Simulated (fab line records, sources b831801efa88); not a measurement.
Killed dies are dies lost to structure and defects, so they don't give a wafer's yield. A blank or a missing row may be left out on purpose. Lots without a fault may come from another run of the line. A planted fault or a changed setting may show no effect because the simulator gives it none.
A struck lot beside a sound one | flow gf180mcu | 16 steps out of a route of 602
Sound: wafers L191.2, L191.3, L191.6. Struck: wafer L183.4. (L183.6 of the same lot was not struck and is left out.) The cause comes at the end.
At each step with rows: each side's tool, then ch and its chambers, then its first start. Under that, the readings that differ: sound wafers | struck wafers | difference of the means | sigmas: that difference in standard deviations of wafers without a fault.
alike: readings whose means differ by less than 2 such deviations, and words and numbers that are the same on both sides. not compared: withheld readings, readings that some wafer has no value for, bounds like >300 that may hide the same value, and numbers for which the record gives no deviation and whose values overlap.
The two part at a step that has a row with sigmas, a row that says differs or no value, or rows on one side only. Numbers that don't overlap but have no deviation are shown without sigmas and don't part them. A reading that every wafer of one side lacks parts them only if that side has two wafers or more.

GF_M3_SPUTTER_04: material TiN, target thk 50 nm, time 41.7 s.
  sound on pvd_sputter-04, day 28 02:11; struck on pvd_sputter-04, day 25 11:52
  alike: throttle_valve_pct
GF_M3_RS_MEAS_05: measures by four-point-probe.
  sound on film_metro-02, day 28 02:15; struck on film_metro-02, day 25 11:58
  alike: M3_ALCU_RS
GF_M3_THK_MEAS_06: measures by xrf.
  sound on film_metro-02, day 28 02:22; struck on film_metro-02, day 25 12:03
  alike: M3_ALCU_THK
then, 7 steps without rows for these wafers: GF_M3_DEHYDRATE_07 (time 60 s); GF_M3_HMDS_08 (prime time 60 s); GF_M3_COAT_09 (resist thk 1000 nm); GF_M3_SOFTBAKE_10 (time 60 s); GF_M3_EXPOSE_11 (exposes mask Metal3, target cd 280 nm); GF_M3_PEB_12 (peb time 90 s); GF_M3_DEVELOP_13 (develop time 60 s).
GF_M3_CD_MEAS_14: target cd 280 nm.
  sound on cd_sem-01, day 28 21:49; struck on cd_sem-01, day 26 09:12
  reading    | sound             | struck | difference | sigmas
  cd_nm (nm) | 278.7 277.9 277.1 | 281.3  | +3.4       | +2
GF_M3_OVL_MEAS_15:
  sound on overlay-02, day 28 21:56; struck on overlay-02, day 26 09:17
  alike: M3_OVL
GF_M3_METAL_ETCH_16: etches the open film in Cl2/BCl3, stops on SiO2, target depth 750.8 nm, time 125.1 s.
  sound on rie_metal-02 ch 0,1, day 28 21:58; struck on rie_metal-04 ch 0, day 26 09:20
  reading                             | sound           | struck | difference | sigmas
  drypump_motor_current_A (A)         | 5.6 6.2 6.2     | 5.0    | -1.0       | -2
  model.KrF_of_M3_COAT_09.thk_nm (nm) | 688.9 684.6 682 | 580.1  | -105.1     |
  alike: bias_w, oes_product_au, throttle_valve_pct
  not compared: rf_hours_counter_h
GF_M3_STRIP_17: strips in O2/N2.
  sound on plasma_asher-04 ch 0,1, day 28 22:05; struck on plasma_asher-04 ch 0, day 26 09:28
  reading                      | sound             | struck | difference | sigmas
  oes_product_au (a.u.)        | 0.542 0.546 0.537 | 0.489  | -0.053     | -10
  strip_time_to_endpoint_s (s) | 7.42 7.38 7.35    | 6.36   | -1.02      | -14
  alike: drypump_motor_current_A, heater_power_w, o2_flow_sccm
  not compared: rf_hours_counter_h
then, 1 step without rows for these wafers: GF_M3_STRIP_18 (strips in post etch residue remover, time 1200 s).
GF_PASSIVATION_PROBE_99:
  the record has rows for the sound wafers here (prober-01, day 35 00:17) and none for the struck ones

WHERE THEY PART
First at GF_M3_CD_MEAS_14; last, within this record, at GF_PASSIVATION_PROBE_99.

WHY: what the simulator had put in
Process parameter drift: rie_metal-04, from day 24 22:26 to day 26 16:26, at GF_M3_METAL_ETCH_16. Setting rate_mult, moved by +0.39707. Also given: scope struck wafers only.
